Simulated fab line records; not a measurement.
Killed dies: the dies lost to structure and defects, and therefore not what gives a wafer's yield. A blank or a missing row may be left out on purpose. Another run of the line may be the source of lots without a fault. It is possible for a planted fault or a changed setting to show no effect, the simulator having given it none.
Problem report, 8D (eight disciplines) form, completed by code || flow sky130 || the parts of the form that need people (team, actions taken, sign-off) are left out

## 1. PROBLEM STATEMENT
At SKY_METAL1_COAT_10, spin_speed_rpm averages 2855.1 rpm over 6 wafers from 2 lots, while fault-free wafers read 3000.1 rpm, standard deviation 1.9. Relative to the usual mean, that is a shift of -76 standard deviations.
The step: resist thk 450 nm.
Seen first at day 37 08:00 on litho_track-03, wafer L679.2. The record holds 18 wafers of 6 lots with a number at this step. Rule for "out", or "out of limits": more than 4 standard deviations from the usual mean. All remaining wafers that have a number are taken as sound.

## 2. WHAT THIS IS AND IS NOT
{"question": "which readings at this step", "is": "spin_speed_rpm", "is not": "dispense_pressure_kPa"}
{"question": "which lots", "is": "L678, L679", "is not": "L672, L675, L677, L686"}
{"question": "which wafers of those lots", "is": "all that have a number", "is not": "-"}
{"question": "read on which tools", "is": "litho_track-03", "is not": "litho_track-01, litho_track-02"}
{"question": "when", "is": "from day 37 08:00", "is not": "up to then (9 sound wafers); but 3 sound wafers of L686 came after"}

## 3. WHAT RULES OUT EACH SUSPECT
Counting: a tool at any process step up to the reading remains a suspect when it ran all the lots that are out and ran no sound lot after the first of those.
- pvd_sputter-04 at SKY_METAL1_SPUTTER_00 (material Ti, target thk 15 nm, time 10 s): kept. It ran every lot that is out, first L679 (day 36 20:08), and no sound lot after that.
- pvd_sputter-04 at SKY_METAL1_SPUTTER_01 (material TiN, target thk 20 nm, time 16.7 s): kept. It ran every lot that is out, first L679 (day 36 20:10), and no sound lot after that.
- pvd_sputter-04 at SKY_METAL1_SPUTTER_02 (material AlCu, target thk 250 nm, time 13.3 s): kept. It ran every lot that is out, first L679 (day 36 20:11), and no sound lot after that.
- pvd_sputter-04 at SKY_METAL1_SPUTTER_03 (material Ti, target thk 5 nm, time 3.3 s): kept. It ran every lot that is out, first L679 (day 36 20:13), and no sound lot after that.
- pvd_sputter-04 at SKY_METAL1_SPUTTER_04 (material TiN, target thk 70 nm, time 58.3 s): kept. It ran every lot that is out, first L679 (day 36 20:14), and no sound lot after that.
- litho_track-03 at SKY_METAL1_COAT_10 (resist thk 450 nm): kept. All lots that are out passed through it, beginning with L679 at day 37 08:00, and no sound lot followed; its final sound lot before that point was L672 at day 35 09:00. Its own readings are out on those wafers: spin_speed_rpm.
Left after counting: pvd_sputter-04 at SKY_METAL1_SPUTTER_00, pvd_sputter-04 at SKY_METAL1_SPUTTER_01, pvd_sputter-04 at SKY_METAL1_SPUTTER_02, pvd_sputter-04 at SKY_METAL1_SPUTTER_03, pvd_sputter-04 at SKY_METAL1_SPUTTER_04, litho_track-03 at SKY_METAL1_COAT_10.

## 4. THE CAUSE (what the simulator had put in)
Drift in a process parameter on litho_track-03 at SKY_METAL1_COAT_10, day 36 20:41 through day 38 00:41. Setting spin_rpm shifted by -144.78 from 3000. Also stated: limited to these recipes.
Counting leaves 6 suspects; this tool is one of them.

## 5. THE EFFECT CHAIN, in route order
One row per reading whose mean, taken over the struck wafers that have a number, lies over 3 standard deviations from the usual. Only readings for which the record gives a usual standard deviation are gone through. hours: the time from each lot's start at the first step in this table that gives one to its start at this step, as a median over the lots. sigmas: the change in usual standard deviations.
{"hours": 0, "step": "SKY_METAL1_COAT_10", "reading": "spin_speed_rpm", "usual": "3000.1 rpm", "on struck wafers": 2855.1, "change": -145.0, "sigmas": -76}
Its process steps:
- SKY_METAL1_COAT_10: resist thk 450 nm.
Later measuring or inspecting steps at which every struck wafer that the step has a row for has a number for every such reading, and none has moved that far: SKY_METAL1_CD_MEAS_15, SKY_METAL1_OVL_MEAS_16.

## 6. WHAT WOULD HAVE CAUGHT IT SOONER
In this record no reading fell out of limits until day 37 08:00, 11 hours after the fault had begun at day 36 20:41.
